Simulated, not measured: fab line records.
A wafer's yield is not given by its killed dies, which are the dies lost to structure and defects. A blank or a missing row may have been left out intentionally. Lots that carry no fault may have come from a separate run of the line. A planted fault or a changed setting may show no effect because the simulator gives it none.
fab line records | flow sky130
record lots=11 | wafers=33 | last-day=50
route steps=708 shown FIELD_ISO@18 VT_ADJUST_NCORE@129 VT_ADJUST_HVTR@140 POLY_GATE@218 PAD_OPEN@708
lots that met no fault: taken from a fault-free run of the same line
start-h: the number of hours between the record's first day and the start of the first shown wafer of the lot | wait-h: hours from the lot's prior step to this one | " same as the row above | L1.1+2: one row covering several wafers at once | - no value present, or no start provided | * or withheld: withheld | < > ~ a bound
route shown NAME@n: names a module that has steps shown in the file, with the first one's number in the route | usual: mean/standard deviation of fault-free wafers | same: alike in all rows | chamber/n: place in a boat | sites: the reading at each site | _std_site: how widely they spread, as a standard deviation | _edge_site: outer sites' mean less inner sites' | radius-mm: how far each site lies from the wafer's centre | mask NAME#n: copy n | behind: the most recent tool/chamber to have shaped the wafer | hold: the reason the lot was held/the length of the hold in hours/how it ended | device: names the non-switching transistor (n, p or np) | end of line: tests of these same wafers at the route's end | a step without rows: its recipe alone | killed: count of dies lost to structure and defects at first sort (not the wafer's yield) | map: shows each die of a wafer: x if killed, . if not, _ if none is there
set.NAME: the setting that was run; set.NAME@STEP: the one run at that earlier step | model.NAME: the simulator's own value behind a step, which no gauge read
one table for each step of the route and one row for each wafer, over a sample of lots
services: a tool's chamber out of use, with start hour (start-h, from the record's first day; less than 0 if before it), hours out, and reason
## steps
# step SKY_FIELD_ISO_ETCH_17
# recipe target-depth-a=3420 | mask-material=Si3N4 | chemistry=HBr/Cl2/O2 | target=Si | taper-deg=5 | icp-w=600 | bias-w=150 | pressure-mtorr=15 | HBr_flow_sccm=150 | Cl2_flow_sccm=40 | O2_flow_sccm=6 | time-s=97.7
# usual drypump-motor-current-A=5.5/0.5 | mfc-cl2-sccm=39.99/0.12 | oes-product-au=0.999/0.0091 | throttle-valve-pct=25.658/0.01
lot.wafer | tool      | chamber | start-h | wait-h | drypump-motor-current-A | mfc-cl2-sccm | oes-product-au | rf-hours-counter-h | throttle-valve-pct
L512.1    | rie-si-01 | 1       | 34.51   | 0.1    | 4.7                     | 40.00        | 0.997          | 8                  | 25.655
L512.2    | "         | 0       | "       | "      | 5.0                     | 40.12        | 0.995          | 152                | 25.662
L512.5    | "         | 2       | "       | "      | 5.7                     | 40.00        | 0.990          | -                  | 25.665
L514.2    | rie-si-02 | 3       | 44.44   | 0.1    | 5.4                     | 40.01        | 1.002          | 100                | 25.653
L514.3    | "         | 0       | "       | "      | 5.8                     | 40.02        | 1.014          | 107                | 25.675
L514.6    | "         | 0       | "       | "      | 5.8                     | 39.81        | 1.015          | -                  | 25.653
L515.1    | rie-si-02 | 0       | 50.04   | 0.1    | 5.8                     | 40.02        | 1.005          | 107                | 25.639
L515.5    | "         | 1       | "       | "      | 6.0                     | 39.92        | 1.007          | -                  | 25.660
L515.6    | "         | 0       | "       | "      | 5.8                     | 40.19        | 1.013          | -                  | 25.656
L516.1    | rie-si-01 | 3       | 55.49   | 0.1    | 6.2                     | 40.00        | 0.993          | 2                  | 25.652
L516.2    | "         | 0       | "       | "      | 5.0                     | 39.84        | 0.995          | 152                | 25.669
L516.3    | "         | 2       | "       | "      | 5.7                     | 39.87        | 0.992          | 81                 | 25.666
L517.3    | rie-si-01 | 3       | 61.53   | 0.0    | 6.2                     | 39.70        | 0.998          | 2                  | 25.668
L517.4    | "         | 1       | "       | "      | 4.8                     | 39.97        | 0.996          | 8                  | 25.664
L517.5    | "         | 2       | "       | "      | 5.7                     | 39.99        | 0.987          | -                  | 25.647
L523.2    | rie-si-02 | 1       | 92.41   | 0.1    | 6.0                     | 40.07        | 0.991          | 105                | 25.667
L523.5    | "         | 1       | "       | "      | 6.0                     | 40.14        | 1.003          | -                  | 25.662
L523.6    | "         | 2       | "       | "      | 4.8                     | 39.95        | 0.993          | -                  | 25.664
L526.4    | rie-si-01 | 3       | 110.83  | 0.0    | 6.2                     | 40.02        | 0.987          | 2                  | 25.684
L526.5    | "         | 2       | "       | "      | 5.7                     | 39.93        | 0.994          | -                  | 25.648
L526.6    | "         | 3       | "       | "      | 6.2                     | 39.84        | 0.989          | -                  | 25.652
L527.1    | rie-si-02 | 2       | 113.08  | 0.1    | 4.9                     | 40.08        | 1.011          | 3                  | 25.654
L527.3    | "         | 1       | "       | "      | 6.0                     | 39.94        | 0.997          | 105                | 25.663
L527.4    | "         | 0       | "       | "      | 5.8                     | 39.73        | 0.997          | 108                | 25.662
L528.1    | rie-si-02 | 2       | 119.93  | 0.1    | 4.9                     | 40.20        | 1.005          | 3                  | 25.646
L528.5    | "         | 0       | "       | "      | 5.7                     | 39.81        | 0.997          | -                  | 25.660
L528.6    | "         | 3       | "       | "      | 5.4                     | 39.85        | 1.009          | -                  | 25.654
L531.2    | rie-si-02 | 1       | 132.39  | 0.1    | 6.0                     | 39.93        | 1.000          | 105                | 25.660
L531.4    | "         | 0       | "       | "      | 5.8                     | 39.71        | 0.999          | 108                | 25.656
L531.6    | "         | 3       | "       | "      | 5.3                     | 39.78        | 1.009          | -                  | 25.646
L534.1    | rie-si-01 | 0       | 148.36  | 0.1    | 5.0                     | 40.06        | 0.993          | 0                  | 25.678
L534.3    | "         | 2       | "       | "      | 5.7                     | 39.92        | 0.996          | 81                 | 25.660
L534.4    | "         | 1       | "       | "      | 4.7                     | 39.91        | 0.996          | -                  | 25.646
# step SKY_VT_ADJUST_NCORE_STRIP_10
# recipe chemistry=O2/N2 | power-w=1400 | pressure-mtorr=1500 | platen-temp-c=withheld | o2-flow-sccm=3000 | n2-flow-sccm=300 | overash-fraction=0.5
# usual drypump-motor-current-A=5.8/0.43 | oes-product-au=0.716/0.0042 | strip-time-to-endpoint-s=14.19/0.031
lot.wafer | tool            | chamber | start-h | wait-h | drypump-motor-current-A | oes-product-au | rf-hours-counter-h | strip-time-to-endpoint-s
L512.1    | plasma-asher-01 | 0       | 189.16  | 0.1    | 6.2                     | 0.714          | 7                  | 14.15
L512.2    | "               | 1       | "       | "      | 5.1                     | 0.713          | 7                  | 14.15
L512.5    | "               | 0       | "       | "      | 6.2                     | 0.718          | -                  | 14.14
L514.2    | plasma-asher-03 | 0       | 202.57  | 0.1    | 5.4                     | 0.719          | 51                 | 14.16
L514.3    | "               | 1       | "       | "      | 6.1                     | 0.713          | -                  | 14.14
L514.6    | "               | 0       | "       | "      | 5.4                     | 0.718          | -                  | 14.19
L515.1    | plasma-asher-04 | 1       | 209.72  | 0.1    | 6.1                     | 0.716          | 52                 | 14.22
L515.5    | "               | 0       | "       | "      | 6.0                     | 0.720          | -                  | 14.20
L515.6    | "               | 1       | "       | "      | 6.2                     | 0.721          | -                  | 14.19
L516.1    | plasma-asher-01 | 0       | 214.74  | 0.1    | 6.1                     | 0.719          | 9                  | 14.19
L516.2    | "               | 1       | "       | "      | 5.1                     | 0.716          | 9                  | 14.23
L516.3    | "               | 0       | "       | "      | 6.1                     | 0.713          | -                  | 14.19
L517.3    | plasma-asher-03 | 0       | 227.95  | 0.1    | 5.4                     | 0.712          | -                  | 14.21
L517.4    | "               | 1       | "       | "      | 6.2                     | 0.714          | -                  | 14.23
L517.5    | "               | 0       | "       | "      | 5.4                     | 0.708          | -                  | 14.20
L523.2    | plasma-asher-01 | 1       | 280.96  | 0.1    | 5.1                     | 0.723          | 16                 | 14.19
L523.5    | "               | 1       | "       | "      | 5.1                     | 0.713          | -                  | 14.20
L523.6    | "               | 0       | "       | "      | 6.2                     | 0.717          | -                  | 14.23
L526.4    | plasma-asher-03 | 1       | 289.80  | 0.1    | 6.1                     | 0.718          | -                  | 14.21
L526.5    | "               | 1       | "       | "      | 6.1                     | 0.713          | -                  | 14.23
L526.6    | "               | 0       | "       | "      | 5.4                     | 0.718          | -                  | 14.20
L527.1    | plasma-asher-01 | 0       | 296.86  | 0.1    | 6.2                     | 0.716          | 17                 | 14.18
L527.3    | "               | 0       | "       | "      | 6.2                     | 0.712          | -                  | 14.21
L527.4    | "               | 1       | "       | "      | 5.1                     | 0.715          | -                  | 14.17
L528.1    | plasma-asher-03 | 1       | 306.54  | 0.1    | 6.2                     | 0.715          | 61                 | 14.15
L528.5    | "               | 1       | "       | "      | 6.2                     | 0.710          | -                  | 14.17
L528.6    | "               | 0       | "       | "      | 5.4                     | 0.719          | -                  | 14.13
L531.2    | plasma-asher-01 | 1       | 322.02  | 0.1    | 5.1                     | 0.711          | 20                 | 14.22
L531.4    | "               | 0       | "       | "      | 6.2                     | 0.716          | -                  | 14.16
L531.6    | "               | 1       | "       | "      | 5.1                     | 0.716          | -                  | 14.21
L534.1    | plasma-asher-03 | 0       | 354.46  | 0.1    | 5.4                     | 0.720          | 66                 | 14.20
L534.3    | "               | 1       | "       | "      | 6.1                     | 0.715          | -                  | 14.24
L534.4    | "               | 0       | "       | "      | 5.4                     | 0.711          | -                  | 14.23
# step SKY_VT_ADJUST_HVTR_IMPLANT_09
# recipe species=B | energy-kev=10 | dose-cm2=2.1e+12 | tilt-deg=withheld
# usual beam-on-s=10.00/0.21 | dose-ions-cm2=2.1006e+12/2.2e+09 | faraday-current-uA=11.85/0.24
# same implant-ion-amu=11
lot.wafer | tool         | chamber | start-h | wait-h | beam-on-s | dose-ions-cm2 | faraday-current-uA
L512.1    | implanter-02 | 0       | 210.58  | 0.0    | 9.91      | 2.1005e+12    | 11.93
L512.2    | "            | 0       | "       | "      | 10.02     | 2.1002e+12    | 11.84
L512.5    | "            | 0       | "       | "      | 9.52      | 2.0996e+12    | 12.43
L514.2    | implanter-02 | 0       | 225.37  | 0.0    | 10.26     | 2.0989e+12    | 11.54
L514.3    | "            | 0       | "       | "      | 9.98      | 2.0975e+12    | 11.87
L514.6    | "            | 0       | "       | "      | 9.95      | 2.0978e+12    | 11.91
L515.1    | implanter-03 | 0       | 232.14  | 0.0    | 9.77      | 2.1021e+12    | 12.11
L515.5    | "            | 0       | "       | "      | 9.82      | 2.1003e+12    | 12.09
L515.6    | "            | 0       | "       | "      | 10.29     | 2.1029e+12    | 11.57
L516.1    | implanter-02 | 0       | 238.39  | 0.0    | 10.04     | 2.0971e+12    | 11.85
L516.2    | "            | 0       | "       | "      | 10.23     | 2.0967e+12    | 11.58
L516.3    | "            | 0       | "       | "      | 10.35     | 2.1003e+12    | 11.44
L517.3    | implanter-02 | 0       | 251.09  | 0.1    | 10.22     | 2.0996e+12    | 11.62
L517.4    | "            | 0       | "       | "      | 9.67      | 2.1001e+12    | 12.28
L517.5    | "            | 0       | "       | "      | 9.68      | 2.0983e+12    | 12.21
L523.2    | implanter-02 | 0       | 306.12  | 0.0    | 10.05     | 2.085e+11     | 1.18
L523.5    | "            | 0       | "       | "      | 10.16     | 2.123e+11     | 1.17
L523.6    | "            | 0       | "       | "      | 10.09     | 2.158e+11     | 1.17
L526.4    | implanter-02 | 0       | 315.77  | 0.1    | 9.76      | 2.106e+11     | 1.21
L526.5    | "            | 0       | "       | "      | 9.52      | 2.124e+11     | 1.24
L526.6    | "            | 0       | "       | "      | 10.04     | 2.111e+11     | 1.18
L527.1    | implanter-04 | 0       | 323.12  | 0.0    | 10.01     | 2.101e+12     | 11.82
L527.3    | "            | 0       | "       | "      | 10.40     | 2.0997e+12    | 11.36
L527.4    | "            | 0       | "       | "      | 9.65      | 2.1027e+12    | 12.23
L528.1    | implanter-04 | 0       | 332.47  | 0.0    | 10.15     | 2.1004e+12    | 11.69
L528.5    | "            | 0       | "       | "      | 10.18     | 2.0999e+12    | 11.63
L528.6    | "            | 0       | "       | "      | 9.99      | 2.1041e+12    | 11.85
L531.2    | implanter-03 | 0       | 349.45  | 0.0    | 9.69      | 2.1007e+12    | 12.21
L531.4    | "            | 0       | "       | "      | 10.06     | 2.1005e+12    | 11.76
L531.6    | "            | 0       | "       | "      | 10.18     | 2.1007e+12    | 11.69
L534.1    | implanter-02 | 0       | 383.07  | 0.0    | 9.64      | 2.1005e+12    | 12.31
L534.3    | "            | 0       | "       | "      | 9.79      | 2.099e+12     | 12.13
L534.4    | "            | 0       | "       | "      | 9.86      | 2.1011e+12    | 12.04
# step SKY_VT_ADJUST_HVTR_TW_MEAS_11
# usual VT_ADJUST_HVTR_TW=211.3/3
lot.wafer | tool          | chamber | start-h | wait-h | VT_ADJUST_HVTR_TW
L512.1    | film-metro-03 | -       | 210.83  | 0.1    | 214.4
L512.2    | "             | -       | "       | "      | 214.7
L512.5    | "             | -       | "       | "      | 213.7
L514.2    | film-metro-02 | -       | 225.60  | 0.1    | 211.6
L514.3    | "             | -       | "       | "      | 211.3
L514.6    | "             | -       | "       | "      | 212.8
L515.1    | film-metro-03 | -       | 232.39  | 0.1    | 213.6
L515.5    | "             | -       | "       | "      | 214.9
L515.6    | "             | -       | "       | "      | 213.8
L516.1    | film-metro-03 | -       | 238.64  | 0.1    | 214.7
L516.2    | "             | -       | "       | "      | 214.8
L516.3    | "             | -       | "       | "      | 214.6
L517.3    | film-metro-02 | -       | 251.31  | 0.1    | 210.6
L517.4    | "             | -       | "       | "      | 210.5
L517.5    | "             | -       | "       | "      | 210.2
L523.2    | film-metro-01 | -       | 306.35  | 0.1    | 114.0
L523.5    | "             | -       | "       | "      | 113.6
L523.6    | "             | -       | "       | "      | 114.6
L526.4    | film-metro-02 | -       | 315.97  | 0.1    | 113.1
L526.5    | "             | -       | "       | "      | 112.6
L526.6    | "             | -       | "       | "      | 113.7
L527.1    | film-metro-02 | -       | 323.37  | 0.1    | 211.1
L527.3    | "             | -       | "       | "      | 210.4
L527.4    | "             | -       | "       | "      | 211.2
L528.1    | film-metro-03 | -       | 332.72  | 0.1    | 214.5
L528.5    | "             | -       | "       | "      | 214.1
L528.6    | "             | -       | "       | "      | 214.6
L531.2    | film-metro-01 | -       | 349.69  | 0.1    | 208.8
L531.4    | "             | -       | "       | "      | 207.9
L531.6    | "             | -       | "       | "      | 208.2
L534.1    | film-metro-03 | -       | 383.32  | 0.1    | 216.1
L534.3    | "             | -       | "       | "      | 214.2
L534.4    | "             | -       | "       | "      | 214.5
# step SKY_POLY_GATE_THK_MEAS_04
# recipe reads=Si3N4_of_POLY_GATE_CVD_03
# usual POLY_GATE_CVD_03_THK=74.6/0.7
lot.wafer | tool          | chamber | start-h | wait-h | POLY_GATE_CVD_03_THK[nm]
L512.1    | film-metro-04 | -       | 350.22  | 0.0    | 75.2
L512.2    | "             | -       | "       | "      | 75.5
L512.5    | "             | -       | "       | "      | 75.1
L514.2    | film-metro-01 | -       | 371.71  | 0.0    | 73.5
L514.3    | "             | -       | "       | "      | 74.2
L514.6    | "             | -       | "       | "      | 73.8
L515.1    | film-metro-02 | -       | 373.06  | 0.0    | 75.6
L515.5    | "             | -       | "       | "      | 75.6
L515.6    | "             | -       | "       | "      | 75.7
L516.1    | film-metro-01 | -       | 383.39  | 0.0    | 74.4
L516.2    | "             | -       | "       | "      | 74.8
L516.3    | "             | -       | "       | "      | 74.6
L517.3    | film-metro-01 | -       | 402.32  | 0.0    | 75.0
L517.4    | "             | -       | "       | "      | 75.0
L517.5    | "             | -       | "       | "      | 74.5
L523.2    | film-metro-01 | -       | 463.06  | 0.0    | 74.0
L523.5    | "             | -       | "       | "      | 74.1
L523.6    | "             | -       | "       | "      | 74.2
L526.4    | film-metro-02 | -       | 475.63  | 0.0    | 74.3
L526.5    | "             | -       | "       | "      | 73.8
L526.6    | "             | -       | "       | "      | 74.0
L527.1    | film-metro-02 | -       | 484.31  | 0.0    | 74.1
L527.3    | "             | -       | "       | "      | 74.3
L527.4    | "             | -       | "       | "      | 73.7
L528.1    | film-metro-04 | -       | 493.66  | 0.0    | 75.0
L528.5    | "             | -       | "       | "      | 75.4
L528.6    | "             | -       | "       | "      | 75.1
L531.2    | film-metro-02 | -       | 512.33  | 0.0    | 74.8
L531.4    | "             | -       | "       | "      | 74.0
L531.6    | "             | -       | "       | "      | 74.9
L534.1    | film-metro-01 | -       | 560.12  | 0.0    | 74.9
L534.3    | "             | -       | "       | "      | 75.3
L534.4    | "             | -       | "       | "      | 74.5
# step SKY_PAD_OPEN_PROBE_99
# usual killed_at_M0_to_M3=43/6.5 | killed_at_M4_up=3/1.7 | killed-at-contacts=25/5.1 | killed-at-front-end=15/3.8 | killed-at-other=0.2/0.45 | killed-dies=86/8.8 | killed-open=47/6.7 | killed-short=39/6
# same gross-dies=492 | killed-at-back-side=0
lot.wafer | tool      | chamber | start-h | wait-h | killed_at_M0_to_M3 | killed_at_M4_up | killed-at-contacts | killed-at-front-end | killed-at-other | killed-dies | killed-open | killed-short
L526.4    | prober-01 | -       | 1167.01 | 0.2    | 44                 | 2               | 22                 | 14                  | 0               | 82          | 42          | 40
# killed by level:class
L526.4 VIA1:geometric-particle:open=11 METAL1:geometric-particle:short=9 LI_CONTACT:geometric-particle:open=7 METAL2:geometric-particle:short=7 VIA2:geometric-particle:open=6 FIELD_ISO:geometric-particle:short=5 VIA1:geometric-particle:short=5 CONTACT:geometric-particle:open=5
## services
tool            | chamber | start-h | hours | kind
rie-si-02       | 0       | 15.55   | 9.1   | repair
implanter-02    | -       | 15.76   | 1.3   | repair
rie-si-01       | 2       | 35.99   | 3.1   | repair
rie-si-02       | 3       | 36.14   | 8.3   | repair
rie-si-01       | 3       | 39.42   | 2.2   | repair
rie-si-02       | 2       | 41.24   | 5.9   | repair
implanter-02    | -       | 52.53   | 2.7   | repair
plasma-asher-01 | -       | 81.46   | 1.4   | repair
rie-si-02       | 3       | 90.81   | 1.1   | repair
rie-si-02       | 1       | 108.50  | 3.2   | repair
plasma-asher-01 | -       | 108.84  | 9.0   | pm
rie-si-01       | 3       | 136.68  | 28.0  | repair
implanter-02    | -       | 147.51  | 7.2   | pm
implanter-02    | -       | 200.20  | 6.6   | repair
implanter-02    | -       | 219.07  | 1.1   | repair
implanter-02    | -       | 232.06  | 0.7   | repair
implanter-02    | -       | 281.35  | 2.6   | repair
implanter-02    | -       | 281.56  | 1.5   | repair
rie-si-02       | -       | 289.32  | 0.5   | repair
rie-si-02       | 1       | 290.78  | 3.9   | repair
rie-si-02       | -       | 300.28  | 1.5   | repair
implanter-02    | -       | 311.17  | 1.3   | repair
implanter-02    | -       | 353.10  | 2.1   | repair
implanter-02    | -       | 376.30  | 1.7   | repair
## key
first-sign step=SKY_VT_ADJUST_HVTR_IMPLANT_09 | reading=dose-ions-cm2 | direction=down | sigmas=99+ | usual=* | struck=*
effect step=SKY_VT_ADJUST_HVTR_IMPLANT_09 | reading=faraday-current-uA | direction=down | sigmas=44 | usual=11.85 | struck=1.19
effect step=SKY_VT_ADJUST_HVTR_TW_MEAS_11 | reading=VT_ADJUST_HVTR_TW | direction=down | sigmas=33 | usual=211.3 | struck=113.6
met-at SKY_VT_ADJUST_HVTR_IMPLANT_09
struck-lots L523,L526
tester-left-out L523,L526
not-acting-at SKY_FIELD_ISO_ETCH_17,SKY_VT_ADJUST_NCORE_STRIP_10,SKY_POLY_GATE_THK_MEAS_04
onset-between 251.09 306.12
fault kind=process-parameter-drift | tool=implanter-02 | chamber=- | onset-h=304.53 | steps=SKY_VT_ADJUST_HVTR_IMPLANT_09 | channel=dose-cm2 | offset=* | shape=step | end-h=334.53 | acts-in=* | stated=*
# tester-left-out: of these lots the tester's yield and bins aren't shown, on N5 and GAA mostly nor the transistor test; their killed dies are dies lost to structure and defects alone, not to doping, threshold or leakage, so they don't give the yield
